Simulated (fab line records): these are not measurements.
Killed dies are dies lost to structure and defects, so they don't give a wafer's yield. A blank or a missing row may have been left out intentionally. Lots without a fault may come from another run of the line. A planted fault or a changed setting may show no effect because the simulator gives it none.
A struck lot beside a sound one + flow sky130 + 37 steps out of a route of 708
Sound: the wafers L654.2, L654.3, L654.6. The struck wafers were L659.1, L659.3, L659.6. Last of all comes the cause.
Per side, at each step with rows, come the tool, then ch with its chambers, and then its first start. Under that, the readings that differ: sound wafers + struck wafers + difference of the means + sigmas: that difference in standard deviations of wafers without a fault.
alike: same words and numbers on both sides, and readings whose means sit less than 2 such deviations apart. not compared: any withheld reading, any reading some wafer has no value for, any bound like >300 that may hide the same value, and any number with overlapping values for which the record gives no deviation.
Wherever a step has rows on one side only, a row that says differs or no value, or a row with sigmas, the two part there. Numbers that don't overlap but have no deviation are shown without sigmas and don't part them. A reading missing from all wafers of one side parts the sides only when that side holds two or more wafers.

first, 11 steps without rows for these wafers: SKY_FIELD_ISO_EXPOSE_10 (exposes mask FOM, target cd 150 nm); SKY_FIELD_ISO_PEB_11; SKY_FIELD_ISO_DEVELOP_12 (develop time 60 s); SKY_FIELD_ISO_ETCH_14 (etches BARC in N2/H2, stops on SiO2, time 45.9 s, target depth 60 nm); SKY_FIELD_ISO_ETCH_15 (etches the open film in CHF3/O2, stops on Si, target depth 180 nm, time 72 s); SKY_FIELD_ISO_STRIP_16 (strips in O2/N2); SKY_FIELD_ISO_ETCH_17 (etches Si in HBr/Cl2/O2, target depth 342 nm, time 97.7 s); SKY_FIELD_ISO_WET_ETCH_18 (etches Si3N4 in H3PO4, target depth 25 nm, time 286 s); SKY_FIELD_ISO_CLEAN_19 (cleans in SC1/SC2, time 150 s); SKY_FIELD_ISO_CLEAN_20 (cleans in dHF, time 20 s); SKY_FIELD_ISO_WET_ETCH_21 (etches SiO2 in dHF, target depth 20 nm, time 411.6 s).
SKY_FIELD_ISO_OXIDATION_22: stabilise 600 s, purge 300 s, target thk 10 nm.
  sound on furnace-02 ch 0, day 3 04:32; struck on furnace-02 ch 0, day 3 22:00
  alike: ox_temp_c_max, tube_center_temp_C
then, 24 steps without rows for these wafers: SKY_FIELD_ISO_CVD_24 (deposits SiO2, target thk 595 nm, time 99.2 s); SKY_FIELD_ISO_ANNEAL_26 (time 1800 s); SKY_FIELD_ISO_CMP_27 (polishes, stops on Si3N4, t overpolish 16 s, target thk 457.8 nm); SKY_FIELD_ISO_WET_ETCH_28 (etches SiO2 in dHF, target depth 23.7 nm, time 47 s); SKY_FIELD_ISO_WET_ETCH_29 (etches Si3N4 in H3PO4, target depth 160 nm, time 1825 s); SKY_FIELD_ISO_WET_ETCH_30 (etches SiO2 in dHF, target depth 25 nm, time 50 s); SKY_NWELL_CLEAN_00 (cleans in SC1/SC2, time 150 s); SKY_NWELL_OXIDATION_01 (stabilise 600 s, purge 300 s, target thk 10 nm); SKY_DNWELL_DEHYDRATE_00 (time 60 s); SKY_DNWELL_HMDS_01 (prime time 60 s); SKY_DNWELL_COAT_02 (resist thk 3000 nm); SKY_DNWELL_SOFTBAKE_03; SKY_DNWELL_EXPOSE_04 (exposes mask DNM, target cd 3000 nm); SKY_DNWELL_PEB_05; SKY_DNWELL_DEVELOP_06 (develop time 60 s); SKY_DNWELL_IMPLANT_07; SKY_DNWELL_STRIP_08 (strips in O2/N2); SKY_PWDE_DEHYDRATE_00 (time 60 s); SKY_PWDE_HMDS_01 (prime time 60 s); SKY_PWDE_COAT_02 (resist thk 3000 nm); SKY_PWDE_SOFTBAKE_03; SKY_PWDE_EXPOSE_04 (exposes mask PWDEM, target cd 840 nm); SKY_PWDE_PEB_05; SKY_PWDE_DEVELOP_06 (develop time 60 s).
-- the record jumps here: 44 days lie between the struck wafers' starts before and after (it left off in module PWDE and takes up again in module PAD_OPEN, whose first step shown is number 708 of the route) --
SKY_PAD_OPEN_PROBE_99:
  record: rows for the struck wafers here (prober-02, day 48 01:26), none for the sound ones

== WHERE THEY PART ==
Within this record, at SKY_PAD_OPEN_PROBE_99 only.

WHY: the cause the simulator had injected
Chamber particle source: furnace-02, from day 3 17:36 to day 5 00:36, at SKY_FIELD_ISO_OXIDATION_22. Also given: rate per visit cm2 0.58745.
